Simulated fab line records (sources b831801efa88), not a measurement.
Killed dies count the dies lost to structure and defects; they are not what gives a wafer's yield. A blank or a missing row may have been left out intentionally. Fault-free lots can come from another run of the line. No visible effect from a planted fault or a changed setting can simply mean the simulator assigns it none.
Code-filled problem report in 8D (eight disciplines) form + flow sky130 + the parts of the form that need people (team, actions taken, sign-off) are left out

1. THE PROBLEM
Wafers free of any fault read 1430 (standard deviation 12) for LDD_HVN_TW at SKY_LDD_HVN_TW_MEAS_10, against a mean of 1518 on 6 wafers of 2 lots. Relative to the usual mean, that is a shift of +7.3 standard deviations.
Seen first at day 24 21:15 on filmMetro-03, wafer L220.1. The record holds 42 wafers of 14 lots with a number at this step. By rule, "out" or "out of limits" means more than 4 standard deviations away from the usual mean. The rest of the wafers with a number are treated as sound.

2. WHAT IT IS; WHAT IT IS NOT
| question                    | is                         | is not                                                                                                   |
|-----------------------------|----------------------------|----------------------------------------------------------------------------------------------------------|
| which readings at this step | LDD_HVN_TW                 | -                                                                                                        |
| which lots                  | L220, L223                 | L208, L210, L212, L214, L215, L225, L226, L227, L228, L229, L230, L231                                   |
| which wafers of those lots  | all that have a number     | -                                                                                                        |
| read on which gauges        | filmMetro-01, filmMetro-03 | filmMetro-02                                                                                             |
| when                        | from day 24 21:15          | up to then (15 sound wafers); but 21 sound wafers of L225, L226, L227, L228, L229, L230, L231 came after |

3. WHAT RULES OUT EACH SUSPECT
Counting: a tool stays on the suspect list if, at a process step up to the reading, it processed all lots that are out and no sound lot following the first of them.
- the gauge at SKY_LDD_HVN_TW_MEAS_10 is ruled out. Those wafers that are out were read across 2 gauges (filmMetro-01, filmMetro-03).
- implanter-01 at SKY_LDD_HVN_IMPLANT_08: ruled out as a lasting fault. Following L220 (day 24 21:00), the first lot on it that is out, the sound lots L229 were run on it.
Left after counting: nothing in the record.

4. THE CAUSE (what the simulator had put in)
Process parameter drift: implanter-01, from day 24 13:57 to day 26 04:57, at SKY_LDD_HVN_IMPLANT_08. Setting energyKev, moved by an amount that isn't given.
It was ruled out by counting, in error; the rule expects a fault to strike all lots run on its tool from its start on, and this fault did not.

5. SEQUENCE OF EFFECTS, ordered by route
One row per reading whose mean, taken over the struck wafers that have a number, lies over 3 standard deviations from the usual. Readings are gone through only where the record gives a usual standard deviation; hours: the median, over the lots, of the time from a lot's start at the first step in this table giving one to that lot's start at this step; sigmas: the change measured in usual standard deviations.
| hours | step                   | reading       | usual  | on struck wafers | change  | sigmas      |
|-------|------------------------|---------------|--------|------------------|---------|-------------|
| 0     | SKY_LDD_HVN_IMPLANT_08 | beamEnergyKeV | 60.001 | 77.277           | +17.276 | +99 or more |
| 0     | SKY_LDD_HVN_TW_MEAS_10 | LDD_HVN_TW    | 1430   | 1518             | +88     | +7.3        |
Process steps it contains:
- SKY_LDD_HVN_IMPLANT_08
Later steps that measure or inspect, where all struck wafers having a row at the step show a number for every such reading and not one has moved that far: SKY_LDD_HVP_TW_MEAS_10, SKY_LDD_LDN_TW_MEAS_13, SKY_SPACER_THK_MEAS_01.

6. WHAT WOULD HAVE CAUGHT IT SOONER
Counted from the fault's start at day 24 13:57, it took 7 hours until the first out-of-limits reading at a measuring or inspecting step in this record, taken at day 24 21:15.
At SKY_LDD_HVN_IMPLANT_08, the tool's own readings (beamEnergyKeV) were out on each struck wafer the step has a row for, so an alarm limit on them would have fired on the first such wafer.
